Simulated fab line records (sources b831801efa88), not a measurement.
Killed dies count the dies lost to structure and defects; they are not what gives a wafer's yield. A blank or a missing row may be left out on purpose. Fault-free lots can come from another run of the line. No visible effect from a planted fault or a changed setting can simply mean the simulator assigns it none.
Which tool did it? + flow sfq-line + route of 325 steps, sampled at 1 step: 14 lots, 42 wafers

WHAT THE GAUGES SHOWED, per wafer
The record lacks any reading of a measuring or inspecting step that a usual standard deviation could be used to judge.

WHICH TOOL RAN EACH LOT (tool, then ch and the chambers of the sampled wafers, then the start)
| lot  | SFQ_TRILAYER_M7_LITHO_COAT_177    |
|------|-----------------------------------|
| L944 | litho-track-01 ch 0, day 71 00:05 |
| L945 | litho-track-01 ch 0, day 71 02:26 |
| L947 | litho-track-02 ch 0, day 71 10:50 |
| L949 | litho-track-02 ch 0, day 73 06:26 |
| L951 | litho-track-02 ch 0, day 73 10:55 |
| L953 | litho-track-01 ch 0, day 74 01:29 |
| L954 | litho-track-03 ch 0, day 74 11:35 |
| L958 | litho-track-03 ch 0, day 75 19:17 |
| L959 | litho-track-03 ch 0, day 75 21:00 |
| L960 | litho-track-01 ch 0, day 76 01:54 |
| L963 | litho-track-01 ch 0, day 76 18:36 |
| L964 | litho-track-02 ch 0, day 76 19:51 |
| L965 | litho-track-02 ch 0, day 76 22:13 |
| L967 | litho-track-01 ch 0, day 78 08:52 |
- SFQ_TRILAYER_M7_LITHO_COAT_177: resist thk 600 nm.

AS READ BY THE TOOLS THEMSELVES (means over the sampled wafers that have a number; for cases with no such wafer, the mark the record gives instead)
SFQ_TRILAYER_M7_LITHO_COAT_177.
| lot  | tool           | spin-speed-rpm (rpm) |
|------|----------------|----------------------|
| L944 | litho-track-01 | 3000.1               |
| L945 | litho-track-01 | 2999.8               |
| L947 | litho-track-02 | 3000.3               |
| L949 | litho-track-02 | 3001.8               |
| L951 | litho-track-02 | 2999.9               |
| L953 | litho-track-01 | 2999.9               |
| L954 | litho-track-03 | 3001.7               |
| L958 | litho-track-03 | 2789.0               |
| L959 | litho-track-03 | 2789.1               |
| L960 | litho-track-01 | 2999.6               |
| L963 | litho-track-01 | 3000.9               |
| L964 | litho-track-02 | 3001.0               |
| L965 | litho-track-02 | 2997.6               |
| L967 | litho-track-01 | 2999.2               |

THE ANSWER, worked out from the rows above alone
Rule: usual is defined by the lots themselves. Put in order of their means at a reading, lots are off if they are a third of the lots or fewer, leave a main group of 4 or more, and stand apart from it by a gap of 3 or more times the standard deviation of the main group's means; of several such gaps the widest counts. A main group is skipped when, at the precision printed for the reading in the tables above, its means are all equal. Also off: a lot with no number at a reading for which 4 or more lots have one. Where the step has rows for the other lots, those lots are counted as sound. Order of review: gauges by route order, followed by the tools' own readings, for which a lot's mean as printed above is used. The first step at which some lot is off is used, and at that step the reading that is off furthest; a lot without a number counts as furthest.
Off: L958, L959, at SFQ_TRILAYER_M7_LITHO_COAT_177 (spin-speed-rpm). For the main group the mean is 3000.2 rpm and the standard deviation 1.1.
A tool fits if, at that step or a process step before it, it ran every lot that is off, and no sound lot after the first of them. One fits: litho-track-03 at SFQ_TRILAYER_M7_LITHO_COAT_177. Its last sound lot is L954 (day 74 11:35), its first lot that is off L958 (day 75 19:17): a fault that began between those two fits.
On the lots that are off, the tool's own readings at SFQ_TRILAYER_M7_LITHO_COAT_177 differ by more than 5 times the standard deviation of the sound lots' means, which bears it out; spin-speed-rpm reads 2789.1 rpm there versus 3000.2 rpm on the sound lots.

WHAT THE SIMULATOR PUT IN
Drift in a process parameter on litho-track-03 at SFQ_TRILAYER_M7_LITHO_COAT_177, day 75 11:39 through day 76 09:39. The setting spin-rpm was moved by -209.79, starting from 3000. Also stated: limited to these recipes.
Shown lots that were struck: L958, L959. The same result came from the rule above.
